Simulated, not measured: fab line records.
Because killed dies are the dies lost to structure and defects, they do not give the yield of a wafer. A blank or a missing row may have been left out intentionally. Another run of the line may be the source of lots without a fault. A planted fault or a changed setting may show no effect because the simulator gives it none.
Struck lot and sound lot, side by side + flow sky130 + 19 out of 708 route steps
Sound: wafers L866.2, L866.3, L866.5. Wafers struck: L878.3, L878.5, L878.6. The cause comes at the end.
At each step with rows: each side's tool, then ch and its chambers, then its first start. Under that, the readings that differ: sound wafers + struck wafers + difference of the means + sigmas: that difference in standard deviations of wafers without a fault.
alike: words and numbers the same on both sides, and readings whose means are apart by under 2 such deviations; not compared: readings that were withheld, readings missing a value for some wafer, numbers with overlapping values and no deviation given by the record, and bounds like >300 which may hide the same value.
Wherever a step has rows on one side only, a row that says differs or no value, or a row with sigmas, the two part there. When numbers do not overlap yet have no deviation, they are printed without sigmas and do not part them. Lack of a reading on every wafer of one side parts them only where that side has two or more wafers.

first, 2 steps without rows for these wafers: SKY_RES_PROTECT_DEVELOP_06 (develop time 60 s); SKY_POLY_GATE_IMPLANT_02.
SKY_RES_PROTECT_STRIP_07: strips in O2/N2.
  sound on plasma_asher-03 ch 1, day 17 23:56; struck on plasma_asher-02 ch 0,1, day 22 11:05
  alike: drypump_motor_current_A, oes_product_au, strip_time_to_endpoint_s
  not compared: rf_hours_counter_h
SKY_RES_PROTECT_TW_MEAS_08:
  sound on film_metro-03, day 18 00:02; struck on film_metro-01, day 22 11:10
  alike: POLY_GATE_TW
then, 2 steps without rows for these wafers: SKY_RES_PROTECT_CLEAN_09 (cleans in SC1/SC2, time 150 s); SKY_POLY_GATE_CVD_03 (deposits Si3N4 from DCS/NH3, target thk 75 nm, time 1290 s).
SKY_POLY_GATE_THK_MEAS_04:
  sound on film_metro-03, day 18 01:56; struck on film_metro-04, day 22 12:38
  alike: POLY_GATE_CVD_03_THK
then, 5 steps without rows for these wafers: SKY_POLY_GATE_DEHYDRATE_05 (time 60 s); SKY_POLY_GATE_HMDS_06 (prime time 60 s); SKY_POLY_GATE_COAT_07 (resist thk 110 nm); SKY_POLY_GATE_COAT_08 (resist thk 450 nm); SKY_POLY_GATE_SOFTBAKE_09 (time 90 s).
SKY_POLY_GATE_EXPOSE_10: exposes mask P1M, target cd 150 nm.
  sound on krf_scanner-01 ch 0, day 18 16:38; struck on krf_scanner-01 ch 0, day 23 04:18
| reading                           | sound                | struck            | difference | sigmas |
|-----------------------------------|----------------------|-------------------|------------|--------|
| model.POLY_GATE.overlay_x_nm (nm) | -2.199 -2.199 -2.199 | 33.26 33.26 33.26 | +35.46     |        |
  alike: mask, stage_vel_mm_s
then, 2 steps without rows for these wafers: SKY_POLY_GATE_PEB_11; SKY_POLY_GATE_DEVELOP_12 (develop time 60 s).
SKY_POLY_GATE_CD_MEAS_13: target cd 150 nm.
  sound on cd_sem-02, day 19 08:03; struck on cd_sem-02, day 23 19:35
  alike: cd_nm
SKY_POLY_GATE_OVL_MEAS_14:
  sound on overlay-01, day 19 08:10; struck on overlay-01, day 23 19:40
| reading            | sound   | struck   | difference | sigmas |
|--------------------|---------|----------|------------|--------|
| POLY_GATE_OVL (nm) | 6 -4 -5 | 31 31 33 | +33        | +6     |
SKY_POLY_GATE_ETCH_15: etches BARC in N2/H2, stops on SiO2, time 118.5 s, target depth 110 nm.
  sound on rie_diel-02 ch 0,1,2, day 19 08:11; struck on rie_diel-03 ch 0,1, day 23 19:41
  alike: drypump_motor_current_A, oes_product_au, throttle_valve_pct
  not compared: rf_hours_counter_h
-- here the record skips 27 days between the struck wafers' starts before and after, leaving off in module POLY_GATE and picking up in module PAD_OPEN (first step shown: number 708 of the route) --
SKY_PAD_OPEN_PROBE_99:
  sound on prober-01, day 47 20:19; struck on prober-01, day 50 10:36
| reading                                  | sound             | struck            | difference                    | sigmas |
|------------------------------------------|-------------------|-------------------|-------------------------------|--------|
| model.etest.licon_to_gate.bv_right_v (V) | 23.37 24.73 23.52 | - - -             | no value on the struck wafers |        |
| model.etest.licon_to_gate.bv_left_v (V)  | 25.12 24.91 23.91 | 9.688 9.738 9.492 | -15.007                       |        |
| model.etest.licon_to_gate.over_limit     | 0 0 0             | 1 1 1             | +1                            |        |
  alike: killed_at_M0_to_M3, killed_at_M4_up, killed_at_contacts, killed_at_front_end, killed_at_other, killed_dies, killed_open, killed_short

WHERE THEY PART
Earliest at SKY_POLY_GATE_OVL_MEAS_14; latest, in this record, at SKY_PAD_OPEN_PROBE_99.

WHY: what had been put in by the simulator
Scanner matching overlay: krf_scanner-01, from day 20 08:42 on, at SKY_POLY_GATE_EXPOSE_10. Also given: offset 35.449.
